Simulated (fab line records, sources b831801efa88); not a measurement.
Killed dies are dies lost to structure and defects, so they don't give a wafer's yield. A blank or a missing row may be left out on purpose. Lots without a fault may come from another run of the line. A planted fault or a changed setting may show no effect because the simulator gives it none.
Problem report in the 8D (eight disciplines) form, filled by code | flow gf180mcu | the parts of the form that need people (team, actions taken, sign-off) are left out

1. THE PROBLEM
oes_product_au at GF_PASSIVATION_ETCH_11 reads a mean of 0.828 a.u. on 1 wafer of 1 lot; wafers without a fault read 0.963 a.u. with a standard deviation of 0.0075. That is -18 standard deviations from the usual mean.
The step: etches the open film in CF4/O2, stops on TiN, target depth 1800 nm, time 400 s.
First seen on wafer L515.1, day 32 06:04, on rie_diel-03. The record holds 15 wafers of 5 lots with a number at this step. Rule for "out", or "out of limits": more than 4 standard deviations from the usual mean. The other wafers with a number count as sound.

2. WHAT IT IS AND WHAT IT IS NOT
question                    | is                | is not
which readings at this step | oes_product_au    | drypump_motor_current_A
which lots                  | L515              | L508, L511, L516, L524
which wafers of those lots  | L515.1            | L515.2, L515.6
read on which tools         | rie_diel-03       | rie_diel-01, rie_diel-02
when                        | from day 32 06:04 | up to then (8 sound wafers); but 6 sound wafers of L516, L524 came after

3. SUSPECTS, AND WHAT RULES EACH OUT
Counting: a tool at a process step up to the reading stays a suspect if it ran every lot that is out. Sound lots after the first of them don't rule it out here, since some wafers of a struck lot are sound.
- pecvd-04 at GF_PASSIVATION_CVD_00 (deposits SiO2 from TEOS, target thk 1000 nm, time 111.95 s): kept. It ran the lot that is out, L515 (day 31 13:05); its last sound lot up to then is L508 (day 29 09:11).
- pecvd-02 at GF_PASSIVATION_CVD_02 (deposits Si3N4, target thk 700 nm, time 486.18 s): kept. It ran the lot that is out, L515 (day 31 13:14).
- rie_diel-03 at GF_PASSIVATION_ETCH_11 (etches the open film in CF4/O2, stops on TiN, target depth 1800 nm, time 400 s): kept. It ran the lot that is out, L515 (day 32 06:04); its last sound lot up to then is L508 (day 30 04:19). Its own readings are out on those wafers: oes_product_au.
- Within pecvd-04 at GF_PASSIVATION_CVD_00: the wafers that are out ran in chamber 0; their sound lot-mates ran in chambers 1, 2.
- Within pecvd-02 at GF_PASSIVATION_CVD_02: the wafers that are out ran in chamber 2; their sound lot-mates ran in chambers 0, 1.
- Within rie_diel-03 at GF_PASSIVATION_ETCH_11: the wafers that are out ran in chamber 0; their sound lot-mates ran in chambers 1, 3.
Left after counting: pecvd-04 at GF_PASSIVATION_CVD_00, pecvd-02 at GF_PASSIVATION_CVD_02, rie_diel-03 at GF_PASSIVATION_ETCH_11.

4. THE CAUSE (what the simulator had put in)
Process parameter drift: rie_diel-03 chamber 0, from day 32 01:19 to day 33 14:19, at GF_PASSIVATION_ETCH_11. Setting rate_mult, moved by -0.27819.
Counting left 3 suspects, and this tool is among them.

5. THE CHAIN OF EFFECTS, in route order
Each row: a reading whose mean over the struck wafers that have a number lies more than 3 standard deviations from the usual. Only readings for which the record gives a usual standard deviation are gone through. hours: the time from each lot's start at the first step in this table that gives one to its start at this step, as a median over the lots. sigmas: the change in usual standard deviations.
hours | step                    | reading                  | usual      | on struck wafers | change | sigmas
0     | GF_PASSIVATION_ETCH_11  | oes_product_au           | 0.963 a.u. | 0.828            | -0.135 | -18
0     | GF_PASSIVATION_ETCH_11  | throttle_valve_pct       | 5.960 %    | 5.930            | -0.030 | -3.0
0     | GF_PASSIVATION_STRIP_12 | strip_time_to_endpoint_s | 34.73 s    | 38.58            | +3.85  | +23
The process steps in it:
- GF_PASSIVATION_ETCH_11: etches the open film in CF4/O2, stops on TiN, target depth 1800 nm, time 400 s.
- GF_PASSIVATION_STRIP_12: strips in O2/N2.

6. WHAT WOULD HAVE CAUGHT IT SOONER
In this record the first reading out of limits was taken at day 32 06:04, 5 hours after the fault began at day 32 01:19.
